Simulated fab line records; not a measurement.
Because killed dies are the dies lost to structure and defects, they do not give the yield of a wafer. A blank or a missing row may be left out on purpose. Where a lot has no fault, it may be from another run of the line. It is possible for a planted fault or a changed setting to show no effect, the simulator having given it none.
fab line records ; flow sfq-line
record lots=6; wafers=18; last-day=94
route steps=325 shown R5@226 I5@228 C5@240 M6@251 I6@266 M8@325
lots untouched by any fault: they come from a run of this same line in which no faults occurred
start-h: the number of hours between the record's first day and the start of the first shown wafer of the lot ; wait-h: hours since the lot's step before ; " same as the row above ; L1.1+2: a single row standing in for several wafers ; - no value, or no start given ; * or withheld: withheld ; < > ~ a bound
route shown NAME@n: a module of which the file shows steps, and the number in the route of the first ; usual: mean/standard deviation taken from wafers without a fault ; same: alike in all rows ; chamber/n: place in a boat ; sites: readings site by site ; _std_site: the standard deviation of these ; _edge_site: the outer-site mean with the inner-site mean subtracted ; radius-mm: how far each site lies from the wafer's centre ; mask NAME#n: copy n ; behind: tool/chamber where the wafer was last shaped ; hold: why the lot went on hold/how many hours it stayed there/how the hold came to an end ; device: names the non-switching transistor (n, p or np) ; end of line: tests run on the same wafers once the route is complete ; step lacking rows: just its recipe ; killed: count of dies lost to structure and defects at first sort (not the wafer's yield) ; map: a wafer's dies, x killed, . not, _ none there
set.NAME: the setting the step ran with; set.NAME@STEP: the setting that earlier step ran with ; model.NAME: the simulator's own value behind a step, which no gauge read
lots at selected steps of the route; one table per step, one row per wafer
services: a tool's chamber out of use, with start hour (start-h, from the record's first day; less than 0 if before it), hours out, and reason
## steps
# step SFQ_TRILAYER_R5_STRIP_STRIP_140
# recipe gas=O2; power-w=200; platen-temp-c=40; overash-fraction=0.65; chemistry=O2; pressure-mtorr=50
# usual chamber-pressure-mTorr=50.00/0.046; drypump-motor-current-A=5.7/0.51; oes-product-au=1.006/0.013
lot.wafer;tool;chamber;start-h;wait-h;chamber-pressure-mTorr;drypump-motor-current-A;oes-product-au;rf-hours-counter-h
L679.2;rie-metal-04;0;1392.22;0.0;49.98;6.1;0.993;4
L679.3;rie-metal-04;0;1392.22;0.0;49.94;6.2;0.991;-
L679.4;rie-metal-04;1;1392.22;0.0;50.02;5.7;1.017;-
L682.2;rie-metal-03;0;1431.93;0.0;50.04;5.0;0.994;49
L682.5;rie-metal-03;0;1431.93;0.0;50.10;5.0;0.995;-
L682.6;rie-metal-03;1;1431.93;0.0;49.96;6.6;1.009;-
L694.1;rie-metal-04;1;1636.83;0.0;49.97;5.7;1.018;101
L694.3;rie-metal-04;1;1636.83;0.0;50.07;5.7;1.014;-
L694.6;rie-metal-04;1;1636.83;0.0;49.99;5.6;1.017;-
L695.3;rie-metal-03;0;1638.23;0.2;50.03;5.0;0.996;-
L695.4;rie-metal-03;1;1638.23;0.2;50.01;6.5;1.018;-
L695.5;rie-metal-03;0;1638.23;0.2;50.09;5.1;0.980;-
L698.1;rie-metal-01;1;1644.74;0.1;50.06;5.6;1.025;66
L698.5;rie-metal-01;1;1644.74;0.1;50.04;5.6;1.030;-
L698.6;rie-metal-01;1;1644.74;0.1;50.04;5.6;1.032;-
L700.1;rie-metal-04;0;1649.42;0.0;49.95;6.1;1.000;38
L700.3;rie-metal-04;0;1649.42;0.0;49.96;6.2;1.001;-
L700.5;rie-metal-04;0;1649.42;0.0;50.00;6.2;0.999;-
# step SFQ_TRILAYER_R5_STRIP_SOLV_CLEAN_141
# recipe chemistry=NMP; temp-c=70; time-s=600
# step SFQ_TRILAYER_A5C_DEP_PECVD_142
# recipe material=SiO2; temp-c=150; time-s=15.556; pressure-torr=2.4; rf-w=183.3; precursor=SiH4/N2O; target-thk-nm=70
# step SFQ_TRILAYER_I5_LITHO_COAT_149
# recipe resist=BARC; spin-rpm=3000; resist-thk-nm=62
# step SFQ_TRILAYER_I5_LITHO_COAT_144
# recipe resist=KrF; spin-rpm=3000; resist-thk-nm=650
# step SFQ_TRILAYER_I5_LITHO_SOFTBAKE_148
# recipe temp-c=withheld; time-s=withheld; resist=KrF
# step SFQ_TRILAYER_I5_LITHO_EXPOSE_145
# recipe mask-id=I5; na=0.6; source-shape=conventional; sigma-outer=0.65; target-cd-nm=700; dose-mj=21.3
# step SFQ_TRILAYER_I5_LITHO_PEB_147
# recipe peb-temp-c=115; peb-time-s=60; resist=KrF
# step SFQ_TRILAYER_I5_LITHO_DEVELOP_146
# recipe time-s=60; resist=KrF
# step SFQ_I5_OVL_MEAS_936
# usual I5_OVL=-1/5.1
lot.wafer;tool;chamber;start-h;wait-h;I5_OVL[nm]
L679.2;overlay-02;-;1510.26;0.1;-1
L679.3;overlay-02;-;1510.26;0.1;-3
L679.4;overlay-02;-;1510.26;0.1;4
L682.2;overlay-01;-;1567.94;0.1;-5
L682.5;overlay-01;-;1567.94;0.1;-4
L682.6;overlay-01;-;1567.94;0.1;-6
L694.1;overlay-02;-;1737.99;0.1;6
L694.3;overlay-02;-;1737.99;0.1;0
L694.6;overlay-02;-;1737.99;0.1;8
L695.3;overlay-02;-;1740.53;0.1;-3
L695.4;overlay-02;-;1740.53;0.1;-4
L695.5;overlay-02;-;1740.53;0.1;-6
L698.1;overlay-01;-;1747.72;0.1;5
L698.5;overlay-01;-;1747.72;0.1;7
L698.6;overlay-01;-;1747.72;0.1;4
L700.1;overlay-02;-;1752.52;0.1;-5
L700.3;overlay-02;-;1752.52;0.1;3
L700.5;overlay-02;-;1752.52;0.1;-1
# step SFQ_TRILAYER_I5_BARC_OPEN_VIA_ETCH_200
# recipe mask-material=PR; chemistry=O2; target-depth-nm=125; target=BARC; source-w=500; bias-w=80; pressure-mtorr=30; time-s=41.7
# usual drypump-motor-current-A=5.5/0.42; oes-product-au=0.685/0.0049
lot.wafer;tool;chamber;start-h;wait-h;drypump-motor-current-A;oes-product-au;rf-hours-counter-h
L679.2;rie-diel-01;2;1510.29;0.0;4.8;0.682;17
L679.3;rie-diel-01;3;1510.29;0.0;5.6;0.683;15
L679.4;rie-diel-01;0;1510.29;0.0;5.4;0.684;-
L682.2;rie-diel-04;1;1567.97;0.0;5.6;0.687;10
L682.5;rie-diel-04;1;1567.97;0.0;5.6;0.687;-
L682.6;rie-diel-04;0;1567.97;0.0;5.0;0.690;-
L694.1;rie-diel-02;0;1738.03;0.0;5.5;0.691;1
L694.3;rie-diel-02;2;1738.03;0.0;5.9;0.694;4
L694.6;rie-diel-02;3;1738.03;0.0;5.9;0.684;-
L695.3;rie-diel-04;2;1740.55;0.0;5.5;0.685;17
L695.4;rie-diel-04;1;1740.55;0.0;5.6;0.685;13
L695.5;rie-diel-04;0;1740.55;0.0;5.0;0.687;-
L698.1;rie-diel-04;3;1747.75;0.0;6.2;0.682;12
L698.5;rie-diel-04;2;1747.75;0.0;5.5;0.688;-
L698.6;rie-diel-04;1;1747.75;0.0;5.6;0.677;-
L700.1;rie-diel-04;0;1752.55;0.0;5.0;0.688;12
L700.3;rie-diel-04;3;1752.55;0.0;6.3;0.692;13
L700.5;rie-diel-04;3;1752.55;0.0;6.3;0.686;-
# step SFQ_TRILAYER_I5_ETCH_VIA_ETCH_147
# recipe stop-on=Nb; mask-material=PR; chemistry=CHF3; target-depth-nm=360; source-w=500; bias-w=80; pressure-mtorr=30; time-s=withheld
# usual drypump-motor-current-A=5.5/0.42; oes-product-au=0.990/0.0076
lot.wafer;tool;chamber;start-h;wait-h;drypump-motor-current-A;oes-product-au
L679.2;rie-diel-01;2;1510.33;0.0;4.8;0.985
L679.3;rie-diel-01;3;1510.33;0.0;5.7;0.991
L679.4;rie-diel-01;0;1510.33;0.0;5.4;0.993
L682.2;rie-diel-04;1;1568.01;0.0;5.6;0.989
L682.5;rie-diel-04;1;1568.01;0.0;5.6;0.987
L682.6;rie-diel-04;0;1568.01;0.0;5.0;0.991
L694.1;rie-diel-02;0;1738.07;0.0;5.5;0.995
L694.3;rie-diel-02;2;1738.07;0.0;5.8;0.997
L694.6;rie-diel-02;3;1738.07;0.0;5.9;0.984
L695.3;rie-diel-04;2;1740.59;0.0;5.5;0.995
L695.4;rie-diel-04;1;1740.59;0.0;5.6;0.990
L695.5;rie-diel-04;0;1740.59;0.0;5.0;0.992
L698.1;rie-diel-04;3;1747.79;0.0;6.3;0.993
L698.5;rie-diel-04;2;1747.79;0.0;5.5;1.001
L698.6;rie-diel-04;1;1747.79;0.0;5.6;0.976
L700.1;rie-diel-04;0;1752.59;0.0;5.0;0.993
L700.3;rie-diel-04;3;1752.59;0.0;6.3;0.990
L700.5;rie-diel-04;3;1752.59;0.0;6.3;0.988
# step SFQ_TRILAYER_I5_STRIP_STRIP_148
# recipe gas=O2; power-w=200; platen-temp-c=40; overash-fraction=0.65; chemistry=O2; pressure-mtorr=50
# usual chamber-pressure-mTorr=50.00/0.042; drypump-motor-current-A=5.8/0.56; oes-product-au=1.002/0.016
lot.wafer;tool;chamber;start-h;wait-h;chamber-pressure-mTorr;drypump-motor-current-A;oes-product-au;rf-hours-counter-h;model.KrF_of_TRILAYER_I5_LITHO_COAT_144.thk-nm;model.BARC_of_TRILAYER_I5_LITHO_COAT_149.thk-nm
L679.2;rie-metal-02;0;1510.48;-;50.03;6.3;0.993;57;0;0
L679.3;rie-metal-02;1;1510.48;-;50.00;5.9;1.019;-;0;0
L679.4;rie-metal-02;0;1510.48;-;50.04;6.3;0.986;-;0;0
L682.2;rie-metal-01;0;1568.16;-;50.03;5.0;0.996;114;0;0
L682.5;rie-metal-01;1;1568.16;-;50.05;5.6;1.016;-;0;0
L682.6;rie-metal-01;0;1568.16;-;49.93;5.0;1.000;-;0;0
L694.1;rie-metal-03;0;1738.22;-;-;-;-;-;571;62.02
L694.3;rie-metal-03;1;1738.22;-;-;-;-;-;572.3;61.97
L694.6;rie-metal-03;1;1738.22;-;-;-;-;-;573.1;62.17
L695.3;rie-metal-01;0;1740.94;-;-;-;-;-;564.1;62.1
L695.4;rie-metal-01;1;1740.94;-;-;-;-;-;569.4;62.1
L695.5;rie-metal-01;1;1740.94;-;-;-;-;-;566.6;61.99
L698.1;rie-metal-01;0;1747.94;-;49.97;5.0;0.990;18;0;0
L698.5;rie-metal-01;0;1747.94;-;49.95;5.0;0.994;-;0;0
L698.6;rie-metal-01;1;1747.94;-;50.00;5.6;1.014;-;0;0
L700.1;rie-metal-02;1;1752.74;-;49.96;5.9;1.010;107;0;0
L700.3;rie-metal-02;1;1752.74;-;50.06;5.9;1.012;-;0;0
L700.5;rie-metal-02;0;1752.74;-;49.94;6.3;0.996;-;0;0
# step SFQ_TRILAYER_I5_STRIP_SOLV_CLEAN_149
# recipe chemistry=NMP; temp-c=70; time-s=600
# step SFQ_TRILAYER_C5_LITHO_COAT_156
# recipe resist=BARC; spin-rpm=3000; resist-thk-nm=62
# step SFQ_TRILAYER_C5_LITHO_COAT_151
# recipe resist=KrF; spin-rpm=3000; resist-thk-nm=650
# step SFQ_TRILAYER_C5_LITHO_SOFTBAKE_155
# recipe temp-c=withheld; time-s=withheld; resist=KrF
# step SFQ_TRILAYER_C5_LITHO_EXPOSE_152
# recipe mask-id=C5; na=0.6; source-shape=conventional; sigma-outer=0.65; target-cd-nm=500; dose-mj=21.3
# step SFQ_TRILAYER_C5_LITHO_PEB_154
# recipe peb-temp-c=115; peb-time-s=60; resist=KrF
# step SFQ_TRILAYER_C5_LITHO_DEVELOP_153
# recipe time-s=60; resist=KrF
# step SFQ_C5_OVL_MEAS_937
# usual C5_OVL=-1/6.7
lot.wafer;tool;chamber;start-h;wait-h;C5_OVL[nm]
L679.2;overlay-02;-;1617.90;0.1;-2
L679.3;overlay-02;-;1617.90;0.1;-2
L679.4;overlay-02;-;1617.90;0.1;-2
L682.2;overlay-01;-;1668.47;0.1;6
L682.5;overlay-01;-;1668.47;0.1;6
L682.6;overlay-01;-;1668.47;0.1;9
L694.1;overlay-01;-;1757.44;0.1;-6
L694.3;overlay-01;-;1757.44;0.1;-2
L694.6;overlay-01;-;1757.44;0.1;-5
L695.3;overlay-02;-;1765.98;0.1;0
L695.4;overlay-02;-;1765.98;0.1;5
L695.5;overlay-02;-;1765.98;0.1;4
L698.1;overlay-02;-;1835.05;0.1;2
L698.5;overlay-02;-;1835.05;0.1;1
L698.6;overlay-02;-;1835.05;0.1;-2
L700.1;overlay-02;-;1864.85;0.1;2
L700.3;overlay-02;-;1864.85;0.1;2
L700.5;overlay-02;-;1864.85;0.1;-1
# step SFQ_TRILAYER_C5_BARC_OPEN_VIA_ETCH_210
# recipe mask-material=PR; chemistry=O2; target-depth-nm=125; target=BARC; source-w=500; bias-w=80; pressure-mtorr=30; time-s=41.7
# usual drypump-motor-current-A=5.6/0.39; oes-product-au=0.685/0.0048
lot.wafer;tool;chamber;start-h;wait-h;drypump-motor-current-A;oes-product-au;rf-hours-counter-h;model.etch.depth-nm
L679.2;rie-diel-01;1;1617.93;0.0;5.2;0.685;15;62.09
L679.3;rie-diel-01;2;1617.93;0.0;4.8;0.686;18;62.15
L679.4;rie-diel-01;0;1617.93;0.0;5.4;0.693;17;62.3
L682.2;rie-diel-01;0;1668.50;0.0;5.4;0.687;18;62.05
L682.5;rie-diel-01;3;1668.50;0.0;5.7;0.677;-;62.08
L682.6;rie-diel-01;1;1668.50;0.0;5.2;0.682;-;62.07
L694.1;rie-diel-02;3;1757.48;0.0;5.8;0.994;15;123.3
L694.3;rie-diel-02;0;1757.48;0.0;5.5;0.988;2;124.1
L694.6;rie-diel-02;1;1757.48;0.0;6.1;0.991;-;123.8
L695.3;rie-diel-03;0;1766.00;0.0;6.2;1.030;16;129.9
L695.4;rie-diel-03;1;1766.00;0.0;5.8;0.993;16;122.4
L695.5;rie-diel-03;1;1766.00;0.0;5.8;0.986;-;122.3
L698.1;rie-diel-02;2;1835.09;0.0;5.9;0.689;4;62
L698.5;rie-diel-02;3;1835.09;0.0;5.9;0.678;-;61.9
L698.6;rie-diel-02;0;1835.09;0.0;5.5;0.686;-;61.87
L700.1;rie-diel-03;2;1864.89;0.0;5.7;0.686;1;62.03
L700.3;rie-diel-03;3;1864.89;0.0;5.0;0.677;14;61.88
L700.5;rie-diel-03;1;1864.89;0.0;5.8;0.686;-;62.21
# step SFQ_TRILAYER_C5_ETCH_VIA_ETCH_154
# recipe target=SiO2; mask-material=PR; chemistry=CHF3; target-depth-nm=84; source-w=500; bias-w=80; pressure-mtorr=30; time-s=withheld; stop-on=Nb
# usual drypump-motor-current-A=5.6/0.39; oes-product-au=0.896/0.0091
lot.wafer;tool;chamber;start-h;wait-h;drypump-motor-current-A;oes-product-au
L679.2;rie-diel-01;1;1617.97;0.0;5.2;0.902
L679.3;rie-diel-01;2;1617.97;0.0;4.8;0.905
L679.4;rie-diel-01;0;1617.97;0.0;5.4;0.894
L682.2;rie-diel-01;0;1668.54;0.0;5.4;0.897
L682.5;rie-diel-01;3;1668.54;0.0;5.7;0.898
L682.6;rie-diel-01;1;1668.54;0.0;5.2;0.897
L694.1;rie-diel-02;3;1757.52;0.0;5.8;0.892
L694.3;rie-diel-02;0;1757.52;0.0;5.6;0.895
L694.6;rie-diel-02;1;1757.52;0.0;6.1;0.892
L695.3;rie-diel-03;0;1766.04;0.0;6.2;0.890
L695.4;rie-diel-03;1;1766.04;0.0;5.8;0.912
L695.5;rie-diel-03;1;1766.04;0.0;5.8;0.899
L698.1;rie-diel-02;2;1835.13;0.0;5.9;0.890
L698.5;rie-diel-02;3;1835.13;0.0;5.9;0.896
L698.6;rie-diel-02;0;1835.13;0.0;5.5;0.906
L700.1;rie-diel-03;2;1864.93;0.0;5.7;0.879
L700.3;rie-diel-03;3;1864.93;0.0;5.0;0.898
L700.5;rie-diel-03;1;1864.93;0.0;5.8;0.902
# step SFQ_TRILAYER_C5_STRIP_STRIP_155
# recipe gas=O2; power-w=200; platen-temp-c=40; overash-fraction=0.65; chemistry=O2; pressure-mtorr=50
# step SFQ_TRILAYER_C5_STRIP_SOLV_CLEAN_156
# recipe chemistry=NMP; temp-c=70; time-s=600
# step SFQ_TRILAYER_M6_DEP_PRE_CLEAN_158
# recipe gas=Ar; time-s=22.5; bias-v=250
# step SFQ_TRILAYER_M6_DEP_SPUTTER_157
# recipe material=Nb; base-pressure-pa=1.33e-06; chamber-pressure-pa=0.1333; substrate-temp-c=20; target-thk-nm=200; power-w=2000; time-s=133.3
# step SFQ_M6_RS_MEAS_938
# recipe thk-meas-gauge=four-point-probe; reads=Nb_of_TRILAYER_M6_DEP_SPUTTER_157
# usual M6_NB_RS=0.890/0.012
lot.wafer;tool;chamber;start-h;wait-h;M6_NB_RS[ohm/sq]
L679.2;film-metro-03;-;1619.71;0.1;0.915
L679.3;film-metro-03;-;1619.71;0.1;0.901
L679.4;film-metro-03;-;1619.71;0.1;0.916
L682.2;film-metro-03;-;1669.51;0.1;0.889
L682.5;film-metro-03;-;1669.51;0.1;0.883
L682.6;film-metro-03;-;1669.51;0.1;0.886
L694.1;film-metro-01;-;1758.46;0.0;0.904
L694.3;film-metro-01;-;1758.46;0.0;0.891
L694.6;film-metro-01;-;1758.46;0.0;0.895
L695.3;film-metro-04;-;1767.03;0.1;0.885
L695.4;film-metro-04;-;1767.03;0.1;0.920
L695.5;film-metro-04;-;1767.03;0.1;0.892
L698.1;film-metro-03;-;1836.27;0.0;0.888
L698.5;film-metro-03;-;1836.27;0.0;0.894
L698.6;film-metro-03;-;1836.27;0.0;0.901
L700.1;film-metro-03;-;1865.87;0.0;0.892
L700.3;film-metro-03;-;1865.87;0.0;0.894
L700.5;film-metro-03;-;1865.87;0.0;0.902
# step SFQ_TRILAYER_M6_LITHO_COAT_164
# recipe resist=BARC; spin-rpm=3000; resist-thk-nm=62
# step SFQ_TRILAYER_M6_LITHO_COAT_159
# recipe resist=KrF; spin-rpm=3000; resist-thk-nm=600
# step SFQ_TRILAYER_M6_LITHO_SOFTBAKE_163
# recipe temp-c=withheld; time-s=withheld; resist=KrF
# step SFQ_TRILAYER_M6_LITHO_EXPOSE_160
# recipe mask-id=M6; na=0.6; source-shape=conventional; sigma-outer=0.65; target-cd-nm=500; dose-mj=14.4
# step SFQ_TRILAYER_M6_LITHO_PEB_162
# recipe peb-temp-c=115; peb-time-s=60; resist=KrF
# step SFQ_TRILAYER_M6_LITHO_DEVELOP_161
# recipe time-s=60; resist=KrF
# step SFQ_M6_OVL_MEAS_940
# usual M6_OVL=2/5.8
lot.wafer;tool;chamber;start-h;wait-h;M6_OVL[nm]
L679.2;overlay-01;-;1711.67;0.1;1
L679.3;overlay-01;-;1711.67;0.1;-2
L679.4;overlay-01;-;1711.67;0.1;1
L682.2;overlay-02;-;1779.30;0.1;6
L682.5;overlay-02;-;1779.30;0.1;5
L682.6;overlay-02;-;1779.30;0.1;5
L694.1;overlay-02;-;1857.78;0.1;0
L694.3;overlay-02;-;1857.78;0.1;5
L694.6;overlay-02;-;1857.78;0.1;-2
L695.3;overlay-02;-;1858.99;0.1;-5
L695.4;overlay-02;-;1858.99;0.1;-7
L695.5;overlay-02;-;1858.99;0.1;-5
L698.1;overlay-02;-;1862.58;0.1;6
L698.5;overlay-02;-;1862.58;0.1;2
L698.6;overlay-02;-;1862.58;0.1;1
L700.1;overlay-01;-;1966.39;0.1;2
L700.3;overlay-01;-;1966.39;0.1;-1
L700.5;overlay-01;-;1966.39;0.1;-1
# step SFQ_TRILAYER_M6_BARC_OPEN_METAL_ETCH_206
# recipe mask-material=PR; chemistry=O2; target-depth-nm=125; target=BARC; icp-w=600; bias-w=80; pressure-mtorr=10; time-s=41.7
# step SFQ_TRILAYER_M6_ETCH_METAL_ETCH_162
# recipe target=Nb; stop-on=SiO2; mask-material=PR; chemistry=Cl2/Ar; target-depth-nm=240; icp-w=600; bias-w=80; pressure-mtorr=10; time-s=120
# step SFQ_TRILAYER_M6_STRIP_STRIP_163
# recipe gas=O2; power-w=200; platen-temp-c=40; overash-fraction=0.65; chemistry=O2; pressure-mtorr=50
# usual chamber-pressure-mTorr=49.99/0.043; drypump-motor-current-A=5.9/0.52; oes-product-au=1.002/0.014
lot.wafer;tool;chamber;start-h;wait-h;chamber-pressure-mTorr;drypump-motor-current-A;oes-product-au;rf-hours-counter-h
L679.2;rie-metal-03;0;1711.89;0.1;49.96;5.1;0.977;95
L679.3;rie-metal-03;0;1711.89;0.1;49.95;5.1;0.987;-
L679.4;rie-metal-03;1;1711.89;0.1;49.93;6.5;1.019;-
L682.2;rie-metal-02;0;1779.51;0.1;49.96;6.3;0.972;92
L682.5;rie-metal-02;1;1779.51;0.1;50.02;5.9;1.007;-
L682.6;rie-metal-02;0;1779.51;0.1;49.97;6.3;0.978;-
L694.1;rie-metal-03;1;1858.00;0.1;50.03;6.5;1.028;133
L694.3;rie-metal-03;1;1858.00;0.1;49.98;6.5;1.025;-
L694.6;rie-metal-03;1;1858.00;0.1;50.00;6.5;1.015;-
L695.3;rie-metal-02;0;1859.40;0.2;50.02;6.3;0.998;-
L695.4;rie-metal-02;1;1859.40;0.2;49.95;5.9;1.026;-
L695.5;rie-metal-02;1;1859.40;0.2;49.97;5.9;1.017;-
L698.1;rie-metal-03;0;1862.98;0.2;50.08;5.0;1.003;113
L698.5;rie-metal-03;0;1862.98;0.2;50.02;5.0;0.993;-
L698.6;rie-metal-03;0;1862.98;0.2;50.01;5.0;0.981;-
L700.1;rie-metal-02;0;1966.80;0.2;50.00;6.3;0.995;117
L700.3;rie-metal-02;0;1966.80;0.2;50.01;6.3;0.990;-
L700.5;rie-metal-02;0;1966.80;0.2;50.03;6.3;0.985;-
# step SFQ_TRILAYER_M6_STRIP_SOLV_CLEAN_164
# recipe chemistry=NMP; temp-c=70; time-s=600
# step SFQ_TRILAYER_I6_DEP_PECVD_165
# recipe material=SiO2; temp-c=150; time-s=111.11; pressure-torr=2.4; rf-w=183.3; precursor=SiH4/N2O; target-thk-nm=500
# step SFQ_TRILAYER_I6_CMP_CMP_166
# recipe material=SiO2; down-force-psi=3; platen-rpm=60; pad-velocity-m-s=0.94248
# step SFQ_M8_BOW_MEAS_951
# recipe mode=bow
# usual M8_BOW=9/11
lot.wafer;tool;chamber;start-h;wait-h;M8_BOW[um];model.etest.c5.link-ohm;model.etest.jj.g-times
L679.2;film-metro-03;-;2044.46;0.0;-2;8.109;0.9975
L679.3;film-metro-03;-;2044.46;0.0;7;8.059;1.003
L679.4;film-metro-03;-;2044.46;0.0;-6;8.002;0.9946
L682.2;film-metro-04;-;2051.66;0.0;3;8.163;0.991
L682.5;film-metro-04;-;2051.66;0.0;-1;8.031;0.9895
L682.6;film-metro-04;-;2051.66;0.0;-13;8.13;1.003
L694.1;film-metro-04;-;2178.50;0.0;19;1e+06;0
L694.3;film-metro-04;-;2178.50;0.0;28;1e+06;0
L694.6;film-metro-04;-;2178.50;0.0;20;1e+06;0
L695.3;film-metro-03;-;2180.94;0.0;-11;1e+06;0
L695.4;film-metro-03;-;2180.94;0.0;6;1e+06;0
L695.5;film-metro-03;-;2180.94;0.0;-12;1e+06;0
L698.1;film-metro-03;-;2197.83;0.0;3;8.118;1.001
L698.5;film-metro-03;-;2197.83;0.0;13;8.03;1.009
L698.6;film-metro-03;-;2197.83;0.0;18;8.038;1.001
L700.1;film-metro-04;-;2251.95;0.0;-13;8.098;0.9948
L700.3;film-metro-04;-;2251.95;0.0;1;8.029;0.9897
L700.5;film-metro-04;-;2251.95;0.0;15;7.894;0.9969
## services
tool;chamber;start-h;hours;kind
rie-diel-04;-;1377.57;0.9;repair
rie-diel-02;1;1380.73;4.1;repair
rie-diel-02;-;1418.74;0.5;repair
rie-diel-04;0;1446.61;4.2;repair
rie-diel-02;3;1446.80;4.8;repair
rie-diel-01;1;1451.29;1.7;repair
rie-diel-02;2;1463.63;8.0;repair
rie-diel-01;1;1485.37;33.5;repair
rie-diel-04;1;1486.69;20.3;repair
rie-diel-02;3;1491.96;9.5;repair
rie-diel-01;1;1535.32;1.6;repair
rie-diel-01;0;1535.94;6.6;repair
rie-diel-02;0;1576.74;2.6;repair
rie-diel-04;0;1581.84;6.7;repair
rie-diel-02;-;1586.23;2.8;pm
rie-diel-02;0;1618.04;9.5;repair
rie-diel-01;2;1645.39;4.7;repair
rie-metal-03;1;1647.80;22.7;repair
rie-diel-04;-;1741.74;0.6;repair
rie-diel-04;0;1746.07;5.5;repair
rie-diel-04;0;1840.91;6.4;repair
rie-diel-04;2;1870.01;5.2;repair
rie-diel-04;1;1936.58;23.3;repair
rie-diel-04;2;1937.53;2.8;repair
## key
first-sign step=SFQ_TRILAYER_I5_STRIP_STRIP_148; reading=tool-record; direction=missing
effect step=SFQ_TRILAYER_C5_BARC_OPEN_VIA_ETCH_210; reading=oes-product-au; direction=up; sigmas=65; usual=0.685; struck=0.997
model-effect step=SFQ_TRILAYER_I5_STRIP_STRIP_148; value=KrF_of_TRILAYER_I5_LITHO_COAT_144.thk-nm; without=0; struck=569.4
model-effect step=SFQ_TRILAYER_C5_BARC_OPEN_VIA_ETCH_210; value=etch.depth-nm; without=61.73; struck=124.3
model-effect step=SFQ_M8_BOW_MEAS_951; value=etest.c5.link-ohm; without=7.973; struck=1e+06
met-at SFQ_TRILAYER_I5_STRIP_STRIP_148
struck-wafers L694.1,L694.3,L694.6,L695.3,L695.4,L695.5
onset-between 1568.16 1738.22
fault kind=skipped-step-whole; tool=rie-metal-01,rie-metal-03; chamber=-; onset-h=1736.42; steps=SFQ_TRILAYER_I5_STRIP_STRIP_148; scope=struck-lots-only
